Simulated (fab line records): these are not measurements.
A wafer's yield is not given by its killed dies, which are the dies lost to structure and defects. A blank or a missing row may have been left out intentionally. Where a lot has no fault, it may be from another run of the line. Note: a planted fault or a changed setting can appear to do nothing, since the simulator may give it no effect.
What tool caused it? -- flow sky130 -- 6 lots with 18 wafers sampled at 2 steps, on a route of 708 steps

== WHAT THE GAUGES READ, wafer by wafer ==
SKY_VIA2_RS_MEAS_22: the measuring method here is four-point-probe.
lot,measured,on,VIA2_W_RS (ohm/sq)
L438,day 36 21:59,film metro-01,0.271 0.274 0.273
L442,day 38 19:43,film metro-02,0.269 0.272 0.270
L444,day 39 13:17,film metro-01,0.272 0.273 0.272
L452,day 41 10:28,film metro-02,0.273 0.271 0.276
L454,day 42 00:07,film metro-03,0.273 0.276 0.276
L458,day 43 16:52,film metro-01,0.276 0.274 0.275

== EACH LOT AND THE TOOL THAT RAN IT (in order: tool; ch and the chambers of the sampled wafers; start) ==
lot,SKY_METAL2_METAL_ETCH_19
L438,"rie metal-03 ch 1, day 35 16:57"
L442,"rie metal-01 ch 0,1, day 37 15:35"
L444,"rie metal-03 ch 0, day 38 09:50"
L452,"rie metal-02 ch 0,1, day 40 07:52"
L454,"rie metal-02 ch 0,1, day 40 22:38"
L458,"rie metal-01 ch 0,1, day 42 15:43"
- SKY_METAL2_METAL_ETCH_19: etches the open film in Cl2/BCl3, stops on SiO2, target depth 360 nm, time 78 s.

== THE ANSWER, worked out from the rows above alone ==
Rule: the usual values come from the lots themselves. The widest of any qualifying gaps counts: lots, ordered by their means at a reading, are off when they make up no more than a third of the lots, leave a main group of 4 or more, and stand apart from it by 3 or more times the standard deviation of that group's means. If all means in a main group match to the digits the tables above print for the reading, that group is not used. Also off: a lot with no number at a reading for which 4 or more lots have one. Where the step has rows for the other lots, those lots are counted as sound.
Across all readings shown, no lot is off: no conclusion can be drawn from this.

== WHAT THE SIMULATOR PUT IN ==
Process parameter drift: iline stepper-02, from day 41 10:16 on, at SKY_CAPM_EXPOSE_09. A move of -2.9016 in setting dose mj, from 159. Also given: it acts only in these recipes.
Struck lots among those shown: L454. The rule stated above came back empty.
